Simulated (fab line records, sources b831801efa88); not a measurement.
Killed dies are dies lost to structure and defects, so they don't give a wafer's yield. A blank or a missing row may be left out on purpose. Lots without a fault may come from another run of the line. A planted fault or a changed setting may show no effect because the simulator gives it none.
Which tool did it? | flow gf180mcu | 7 lots, 21 wafers sampled, at 2 steps of a route of 602

WHAT THE GAUGES READ, wafer by wafer
GF_VT_IMPLANT_TW_MEAS_43.
lot  | measured     | on            | VT_IMPLANT_4_TW
L185 | day 7 18:52  | film_metro-04 | 703 703 702
L187 | day 8 08:31  | film_metro-04 | 703 699 700
L189 | day 9 00:07  | film_metro-01 | 689 689 688
L197 | day 11 05:38 | film_metro-04 | 1144 1144 1155
L201 | day 12 06:16 | film_metro-01 | 689 690 690
L204 | day 13 08:01 | film_metro-04 | 697 691 693
L207 | day 13 23:29 | film_metro-01 | 685 685 685

WHICH TOOL RAN EACH LOT (tool, then ch and the chambers of the sampled wafers, then the start)
lot  | GF_VT_IMPLANT_IMPLANT_41
L185 | implanter-03 ch 0, day 7 18:38
L187 | implanter-02 ch 0, day 8 08:16
L189 | implanter-03 ch 0, day 8 23:52
L197 | implanter-02 ch 0, day 11 05:23
L201 | implanter-04 ch 0, day 12 06:03
L204 | implanter-03 ch 0, day 13 07:47
L207 | implanter-04 ch 0, day 13 23:15
- GF_VT_IMPLANT_IMPLANT_41

THE ANSWER, worked out from the rows above alone
Rule: what is usual is taken from the lots themselves. Put in order of their means at a reading, lots are off if they are a third of the lots or fewer, leave a main group of 4 or more, and stand apart from it by a gap of 3 or more times the standard deviation of the main group's means; of several such gaps the widest counts. A main group whose means are all the same, to the digits that the tables above print for the reading, isn't used. A lot without any number at a reading at which 4 lots or more have one is off too. The other lots that the step has rows for count as sound.
Off: L197, at GF_VT_IMPLANT_TW_MEAS_43 (VT_IMPLANT_4_TW). The main group: mean 693, standard deviation 6.4.
A tool fits if, at a process step before that reading, it ran every lot that is off, and no sound lot after the first of them. The gauges at GF_VT_IMPLANT_TW_MEAS_43 are tried like those tools. One fits: implanter-02 at GF_VT_IMPLANT_IMPLANT_41. Its last sound lot is L187 (day 8 08:16), its first lot that is off L197 (day 11 05:23): a fault that began between those two fits.

WHAT THE SIMULATOR HAD PUT IN
Process parameter drift: implanter-02, from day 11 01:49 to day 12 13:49, at GF_VT_IMPLANT_IMPLANT_41. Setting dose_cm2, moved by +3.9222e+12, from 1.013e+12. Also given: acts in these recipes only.
Lots struck among those shown: L197. The rule above found the same.
